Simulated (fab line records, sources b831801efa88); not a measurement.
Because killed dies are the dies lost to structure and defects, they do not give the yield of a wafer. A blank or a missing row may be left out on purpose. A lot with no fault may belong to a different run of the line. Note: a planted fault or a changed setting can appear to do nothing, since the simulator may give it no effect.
fab line records	flow sky130
record: lots: 12	wafers: 36	last_day: 50
route steps=708 shown SPACER@305 SD_P@331 LI_CONTACT@362 CONTACT@407
lots with no fault: from the same line, run without faults
start_h: hours from the record's first day to the start of the lot's first wafer shown	wait_h: hours elapsed since this lot's preceding step	" identical to the entry in the row above	L1.1+2: a single row standing in for several wafers	- no value, or no start given	* or withheld: withheld	< > ~ a bound
route shown NAME@n: NAME is a module with steps in the file, n the number in the route of the first one	usual: the fault-free wafers' mean and standard deviation	same: alike in all rows	chamber/n: place in a boat	sites: each site's reading	_std_site: their standard deviation	_edge_site: mean of outer sites minus mean of inner sites	radius_mm: how far each site lies from the wafer's centre	mask NAME#n: copy n	behind: the most recent tool/chamber to have shaped the wafer	hold: why the lot went on hold/how many hours it stayed there/how the hold came to an end	device: which transistor (n, p or np) failed to switch	end of line: the same wafers' tests at the end of the route	where a step has no rows: the recipe by itself	killed: count of dies lost to structure and defects at first sort (not the wafer's yield)	map: per-die view of a wafer (x killed, . not killed, _ where there is no die)
set.NAME: setting as actually run; set.NAME@STEP: the setting as run at that earlier step	model.NAME: the simulator's own value behind a step, which no gauge read
route steps across a sampled set of lots; one table per step, one row per wafer
services: the hour from which a tool's chamber was out of use, counted from the record's first day as start_h (under 0 if before that day), plus the number of hours and why
== steps ==
step: SKY_SPACER_THK_MEAS_01
recipe: reads: Si3N4_of_SPACER_CVD_00
usual: SPACER_CVD_00_THK: 43.1/0.43
lot.wafer	tool	chamber	start_h	wait_h	SPACER_CVD_00_THK[nm]
L707.1	film_metro-03	-	521.64	0.0	42.8
L707.5	"	-	"	"	43.0
L707.6	"	-	"	"	43.0
L708.2	film_metro-03	-	525.30	0.0	42.6
L708.4	"	-	"	"	42.4
L708.6	"	-	"	"	42.6
L709.1	film_metro-03	-	537.59	0.0	42.5
L709.4	"	-	"	"	42.6
L709.6	"	-	"	"	42.8
L714.3	film_metro-03	-	590.37	0.0	43.6
L714.4	"	-	"	"	43.5
L714.5	"	-	"	"	43.5
L716.2	film_metro-03	-	603.30	0.0	43.4
L716.5	"	-	"	"	43.1
L716.6	"	-	"	"	43.2
L717.1	film_metro-01	-	614.45	0.0	43.5
L717.2	"	-	"	"	43.6
L717.3	"	-	"	"	43.0
L718.2	film_metro-03	-	623.93	0.0	43.6
L718.4	"	-	"	"	43.9
L718.6	"	-	"	"	43.4
L722.2	film_metro-04	-	658.91	0.0	42.5
L722.4	"	-	"	"	42.6
L722.6	"	-	"	"	42.8
L723.3	film_metro-03	-	662.53	0.0	43.3
L723.4	"	-	"	"	42.6
L723.6	"	-	"	"	43.0
L724.4	film_metro-04	-	671.08	0.0	42.8
L724.5	"	-	"	"	42.7
L724.6	"	-	"	"	42.8
L725.2	film_metro-03	-	687.37	0.0	43.5
L725.4	"	-	"	"	43.2
L725.5	"	-	"	"	43.1
L728.1	film_metro-03	-	706.15	0.0	43.0
L728.3	"	-	"	"	42.5
L728.5	"	-	"	"	42.6
step: SKY_SD_P_TW_MEAS_11
usual: SD_P_TW: 2815/38
lot.wafer	tool	chamber	start_h	wait_h	SD_P_TW
L707.1	film_metro-02	-	581.70	0.1	2785
L707.5	"	-	"	"	2774
L707.6	"	-	"	"	2775
L708.2	film_metro-02	-	586.56	0.1	2772
L708.4	"	-	"	"	2781
L708.6	"	-	"	"	2775
L709.1	film_metro-02	-	597.05	0.1	2774
L709.4	"	-	"	"	2768
L709.6	"	-	"	"	2785
L714.3	film_metro-02	-	647.97	0.1	2771
L714.4	"	-	"	"	2795
L714.5	"	-	"	"	2788
L716.2	film_metro-02	-	661.11	0.1	2772
L716.5	"	-	"	"	2779
L716.6	"	-	"	"	2770
L717.1	film_metro-04	-	672.30	0.1	2830
L717.2	"	-	"	"	2832
L717.3	"	-	"	"	2838
L718.2	film_metro-02	-	679.98	0.1	2787
L718.4	"	-	"	"	2781
L718.6	"	-	"	"	2790
L722.2	film_metro-02	-	715.21	0.1	2777
L722.4	"	-	"	"	2780
L722.6	"	-	"	"	2779
L723.3	film_metro-02	-	718.02	0.1	2775
L723.4	"	-	"	"	2763
L723.6	"	-	"	"	2792
L724.4	film_metro-03	-	726.08	0.1	2843
L724.5	"	-	"	"	2855
L724.6	"	-	"	"	2856
L725.2	film_metro-02	-	743.11	0.1	2785
L725.4	"	-	"	"	2789
L725.5	"	-	"	"	2786
L728.1	film_metro-02	-	761.72	0.1	2776
L728.3	"	-	"	"	2767
L728.5	"	-	"	"	2767
step: SKY_LI_CONTACT_HDPCVD_00
recipe: material: PSG	target_thk_nm: 930	sigma_open_frac: 0.3	time_s: 155	temp_c: 600	sih4_flow_sccm: 60	pressure_mtorr: 6
usual: run_length_s: 182.8/0.45
lot.wafer	tool	chamber	start_h	wait_h	run_length_s
L707.1	hdpcvd-02	0	640.71	0.0	183.0
L707.5	"	1	"	"	182.5
L707.6	"	0	"	"	183.2
L708.2	hdpcvd-01	2	645.01	0.0	182.9
L708.4	"	1	"	"	182.7
L708.6	"	2	"	"	182.6
L709.1	hdpcvd-02	1	656.26	0.0	183.0
L709.4	"	0	"	"	182.7
L709.6	"	2	"	"	183.8
L714.3	hdpcvd-01	2	704.51	0.0	183.4
L714.4	"	0	"	"	182.7
L714.5	"	1	"	"	182.3
L716.2	hdpcvd-02	0	717.41	0.0	182.7
L716.5	"	0	"	"	183.1
L716.6	"	2	"	"	183.0
L717.1	hdpcvd-02	1	728.81	0.0	182.3
L717.2	"	0	"	"	182.8
L717.3	"	2	"	"	183.1
L718.2	hdpcvd-01	2	736.21	0.0	182.7
L718.4	"	2	"	"	182.8
L718.6	"	1	"	"	182.7
L722.2	hdpcvd-02	2	770.07	0.0	183.2
L722.4	"	2	"	"	184.2
L722.6	"	0	"	"	197.6
L723.3	hdpcvd-01	2	772.26	0.0	182.8
L723.4	"	1	"	"	182.9
L723.6	"	2	"	"	182.8
L724.4	hdpcvd-02	1	780.96	0.1	182.2
L724.5	"	2	"	"	197.9
L724.6	"	1	"	"	196.6
L725.2	hdpcvd-01	0	797.36	0.0	182.9
L725.4	"	0	"	"	182.4
L725.5	"	2	"	"	183.1
L728.1	hdpcvd-01	2	815.41	0.0	183.1
L728.3	"	0	"	"	182.7
L728.5	"	1	"	"	182.3
step: SKY_LI_CONTACT_THK_MEAS_01
recipe: reads: PSG_of_LI_CONTACT_HDPCVD_00
usual: LI_CONTACT_HDPCVD_THK: 928/7.8
lot.wafer	tool	chamber	start_h	wait_h	hold	LI_CONTACT_HDPCVD_THK[nm]
L707.1	film_metro-02	-	640.81	0.1	-	937
L707.5	"	-	"	"	-	926
L707.6	"	-	"	"	-	942
L708.2	film_metro-04	-	645.18	0.1	-	912
L708.4	"	-	"	"	-	928
L708.6	"	-	"	"	-	918
L709.1	film_metro-02	-	656.36	0.1	-	927
L709.4	"	-	"	"	-	932
L709.6	"	-	"	"	-	931
L714.3	film_metro-02	-	704.64	0.1	-	932
L714.4	"	-	"	"	-	921
L714.5	"	-	"	"	-	938
L716.2	film_metro-02	-	717.53	0.1	-	927
L716.5	"	-	"	"	-	928
L716.6	"	-	"	"	-	918
L717.1	film_metro-03	-	728.92	0.1	-	924
L717.2	"	-	"	"	-	918
L717.3	"	-	"	"	-	911
L718.2	film_metro-04	-	736.33	0.1	-	929
L718.4	"	-	"	"	-	927
L718.6	"	-	"	"	-	912
L722.2	film_metro-03	-	770.18	0.1	await_dispo/0.2h/release	922
L722.4	"	-	"	"	await_dispo/0.2h/release	921
L722.6	"	-	"	"	await_dispo/0.2h/release	1013
L722.2	film_metro-03	-	770.41	0.2	-	923
L722.4	"	-	"	"	-	920
L722.6	"	-	"	"	-	1012
L723.3	film_metro-02	-	772.38	0.1	-	922
L723.4	"	-	"	"	-	922
L723.6	"	-	"	"	-	915
L724.4	film_metro-04	-	781.09	0.1	await_dispo/0.2h/release	916
L724.5	"	-	"	"	await_dispo/0.2h/release	1008
L724.6	"	-	"	"	await_dispo/0.2h/release	1007
L724.4	film_metro-04	-	781.32	0.2	-	916
L724.5	"	-	"	"	-	1009
L724.6	"	-	"	"	-	1008
L725.2	film_metro-02	-	797.48	0.1	-	931
L725.4	"	-	"	"	-	923
L725.5	"	-	"	"	-	930
L728.1	film_metro-03	-	815.52	0.1	-	930
L728.3	"	-	"	"	-	934
L728.5	"	-	"	"	-	933
step: SKY_LI_CONTACT_CMP_02
recipe: material: PSG	down_force_psi: 4	platen_rpm: 60	pad_velocity_m_s: 0.94248
usual: motor_current_A: 11.6/1.3	slurry_filter_dp_kPa: 13.48/0.13	time_to_endpoint_s: 32.4/2.4
lot.wafer	tool	chamber	start_h	wait_h	hold	motor_current_A	slurry_filter_dp_kPa	time_to_endpoint_s
L707.1	cmp-01	3	641.02	0.2	-	11.1	13.63	34.0
L707.6	"	0	"	"	-	10.0	13.60	35.1
L707.5	"	1	"	"	-	13.1	13.51	34.2
L708.2	cmp-02	3	645.28	0.1	-	12.0	13.25	30.4
L708.4	"	1	"	"	-	11.7	13.50	31.4
L708.6	"	3	"	"	-	11.3	13.54	31.3
L709.1	cmp-02	1	656.47	0.1	-	10.9	13.60	28.4
L709.4	"	3	"	"	-	12.2	13.54	31.8
L709.6	"	0	"	"	-	14.1	13.32	32.7
L714.3	cmp-02	3	704.73	0.1	-	12.0	13.46	30.9
L714.4	"	1	"	"	-	10.9	13.47	28.3
L714.5	"	2	"	"	-	11.9	13.55	32.2
L716.2	cmp-01	3	717.73	0.2	-	11.0	13.38	33.9
L716.5	"	0	"	"	-	9.2	13.25	33.3
L716.6	"	1	"	"	-	12.5	13.37	31.6
L717.1	cmp-02	3	728.98	0.1	-	11.5	13.45	32.1
L717.2	"	0	"	"	-	14.2	13.50	28.9
L717.3	"	2	"	"	-	11.3	13.35	29.6
L718.4	cmp-01	3	736.38	0.0	-	10.8	13.54	34.2
L718.2	"	1	"	"	-	12.3	13.73	34.0
L718.6	"	3	"	"	-	11.2	13.46	33.9
L723.4	cmp-01	2	772.42	0.0	-	10.4	13.27	30.3
L723.3	"	1	"	"	-	13.5	13.43	32.2
L723.6	"	3	"	"	-	10.6	13.53	31.2
L722.4	cmp-01	1	773.85	3.4	await_dispo/3.3h/release	12.8	13.45	31.6
L722.2	"	3	"	"	await_dispo/3.3h/release	11.2	13.45	29.1
L722.6	"	1	"	"	await_dispo/3.3h/release	12.4	13.60	39.9
L724.4	cmp-01	0	783.98	2.6	await_dispo/1.0h/release	9.3	13.60	33.2
L724.6	"	2	"	"	await_dispo/1.0h/release	11.4	13.59	41.0
L724.5	"	3	"	"	await_dispo/1.0h/release	11.0	13.50	39.1
L725.4	cmp-02	2	797.53	0.0	-	11.5	13.76	33.3
L725.2	"	3	"	"	-	12.1	13.60	35.6
L725.5	"	2	"	"	-	11.8	13.55	33.1
L728.3	cmp-01	0	815.63	0.1	-	9.5	13.38	34.3
L728.1	"	2	"	"	-	11.5	13.49	32.3
L728.5	"	0	"	"	-	9.8	13.69	36.2
step: SKY_CONTACT_THK_MEAS_01
recipe: reads: Si3N4_of_CONTACT_CVD_00
usual: CONTACT_CVD_00_THK: 74.9/0.82
lot.wafer	tool	chamber	start_h	wait_h	CONTACT_CVD_00_THK[nm]
L707.1	film_metro-03	-	699.24	-	75.0
L707.5	"	-	"	"	75.2
L707.6	"	-	"	"	76.6
L708.2	film_metro-03	-	703.90	-	74.8
L708.4	"	-	"	"	75.4
L708.6	"	-	"	"	76.2
L709.1	film_metro-03	-	714.91	-	73.1
L709.4	"	-	"	"	75.2
L709.6	"	-	"	"	76.3
L714.3	film_metro-02	-	762.27	-	74.4
L714.4	"	-	"	"	74.4
L714.5	"	-	"	"	74.3
L716.2	film_metro-02	-	773.53	-	74.2
L716.5	"	-	"	"	76.2
L716.6	"	-	"	"	75.4
L717.1	film_metro-02	-	785.16	-	73.8
L717.2	"	-	"	"	73.7
L717.3	"	-	"	"	73.3
L718.2	film_metro-03	-	791.78	-	75.1
L718.4	"	-	"	"	74.9
L718.6	"	-	"	"	74.9
L722.2	film_metro-02	-	826.02	-	74.7
L722.4	"	-	"	"	75.4
L722.6	"	-	"	"	75.1
L723.3	film_metro-02	-	827.70	-	75.8
L723.4	"	-	"	"	75.3
L723.6	"	-	"	"	75.6
L724.4	film_metro-02	-	837.77	-	75.3
L724.5	"	-	"	"	75.2
L724.6	"	-	"	"	75.4
L725.2	film_metro-01	-	853.29	-	74.8
L725.4	"	-	"	"	74.7
L725.5	"	-	"	"	75.4
L728.1	film_metro-02	-	869.57	-	75.1
L728.3	"	-	"	"	75.3
L728.5	"	-	"	"	76.0
== services ==
tool	chamber	start_h	hours	kind
cmp-02	-	623.76	2.2	repair
hdpcvd-01	0	642.25	28.8	repair
hdpcvd-01	-	650.75	15.0	pm
hdpcvd-01	0	650.75	20.3	vent_cycle
hdpcvd-01	1	650.75	15.0	vent_cycle
hdpcvd-01	2	650.75	15.3	vent_cycle
hdpcvd-01	2	660.00	6.1	repair
hdpcvd-01	0	665.75	-	clean
hdpcvd-01	1	665.75	-	clean
hdpcvd-01	2	665.75	-	clean
hdpcvd-02	1	706.70	4.2	repair
hdpcvd-02	-	709.02	1.8	repair
hdpcvd-01	-	723.87	11.4	repair
cmp-02	-	735.89	0.9	repair
cmp-01	-	742.12	5.6	pm
cmp-02	-	754.13	4.0	pm
hdpcvd-01	-	755.20	2.8	pm
hdpcvd-01	-	760.67	5.5	pm
cmp-02	-	766.34	6.1	repair
hdpcvd-02	0	771.46	17.5	repair
cmp-02	-	775.04	4.1	repair
cmp-02	-	779.14	6.8	pm
cmp-01	-	795.19	0.7	repair
cmp-01	-	795.73	1.3	repair
== key ==
first_sign: step: SKY_LI_CONTACT_HDPCVD_00	reading: run_length_s	direction: up	sigmas: 32	usual: *	struck: *
effect: step: SKY_LI_CONTACT_THK_MEAS_01	reading: visit	direction: added
effect: step: SKY_LI_CONTACT_THK_MEAS_01	reading: LI_CONTACT_HDPCVD_THK	direction: up	sigmas: 10	usual: 928	struck: 1010
effect: step: SKY_LI_CONTACT_CMP_02	reading: time_to_endpoint_s	direction: up	sigmas: 3.2	usual: *	struck: *
met_at SKY_LI_CONTACT_HDPCVD_00
struck_lots L722,L724
struck_wafers L722.6,L724.5,L724.6
tester_left_out L722,L724
not_acting_at SKY_SPACER_THK_MEAS_01,SKY_SD_P_TW_MEAS_11,SKY_CONTACT_THK_MEAS_01
onset_between 728.81 770.07
fault: kind: process_parameter_drift	tool: hdpcvd-02	chamber: -	onset_h: 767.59	steps: SKY_LI_CONTACT_HDPCVD_00	channel: time_s	offset: *	shape: step	end_h: 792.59	scope: struck_wafers_only	acts_in: *	stated: *
tester_left_out: of these lots the tester's yield and bins aren't shown, on N5 and GAA mostly nor the transistor test; their killed dies are dies lost to structure and defects alone, not to doping, threshold or leakage, so they don't give the yield
